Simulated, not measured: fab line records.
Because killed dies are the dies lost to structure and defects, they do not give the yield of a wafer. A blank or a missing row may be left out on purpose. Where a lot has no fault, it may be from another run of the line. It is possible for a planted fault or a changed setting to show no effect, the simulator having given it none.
Which tool was responsible? | flow gf180mcu | 6 lots with 18 wafers sampled at 3 steps, on a route of 602 steps

## WHAT THE GAUGES SHOWED, per wafer
GF_M5_CD_MEAS_07 targets a cd of 280 nm.
lot  | measured     | on       | cdNm (nm)
L781 | day 26 20:13 | cdSem-01 | 280.5 281.2 279.5
L784 | day 27 15:12 | cdSem-01 | 280.2 280.2 280.0
L787 | day 28 15:11 | cdSem-01 | 279.4 279.4 279.9
L791 | day 29 17:52 | cdSem-01 | 281.2 280.2 281.8
L797 | day 31 09:18 | cdSem-02 | 271.1 270.6 270.8
L800 | day 32 05:31 | cdSem-02 | 270.2 271.2 269.9

## TOOL THAT RAN EACH LOT (tool first, then ch and the chambers of the sampled wafers, then the start)
lot  | GF_MIM_SPUTTER_07           | GF_M5_PEB_05
L781 | pvdSputter-03, day 25 01:28 | lithoTrack-03 ch 0, day 26 19:52
L784 | pvdSputter-01, day 25 22:11 | lithoTrack-02 ch 0, day 27 14:52
L787 | pvdSputter-02, day 26 22:31 | lithoTrack-04 ch 0, day 28 14:50
L791 | pvdSputter-01, day 28 03:03 | lithoTrack-03 ch 0, day 29 17:33
L797 | pvdSputter-03, day 29 20:23 | lithoTrack-03 ch 0, day 31 08:57
L800 | pvdSputter-01, day 30 18:20 | lithoTrack-03 ch 0, day 32 05:12
- GF_MIM_SPUTTER_07: material TiN, target thk 60 nm, time 50 s.
- GF_M5_PEB_05: peb time 90 s.

## THE ANSWER, worked out from the rows above alone
Rule: usual is defined by the lots themselves. Put in order of their means at a reading, lots are off if they are a third of the lots or fewer, leave a main group of 4 or more, and stand apart from it by a gap of 3 or more times the standard deviation of the main group's means; of several such gaps the widest counts. A main group is skipped when, at the precision printed for the reading in the tables above, its means are all equal. Also off: a lot with no number at a reading for which 4 or more lots have one. The other lots that the step has rows for count as sound.
Off at GF_M5_CD_MEAS_07 (cdNm): L797, L800. Mean 280.3 nm and standard deviation 0.54 in the main group.
If a tool, at a process step before that reading, ran all the lots that are off and no sound lot after the first of them, it fits. Gauges at GF_M5_CD_MEAS_07: tried the same way as those tools. This does not decide it: 2 tools fit, namely lithoTrack-03 at GF_M5_PEB_05 and cdSem-02 at GF_M5_CD_MEAS_07.

## WHAT THE SIMULATOR HAD PUT IN
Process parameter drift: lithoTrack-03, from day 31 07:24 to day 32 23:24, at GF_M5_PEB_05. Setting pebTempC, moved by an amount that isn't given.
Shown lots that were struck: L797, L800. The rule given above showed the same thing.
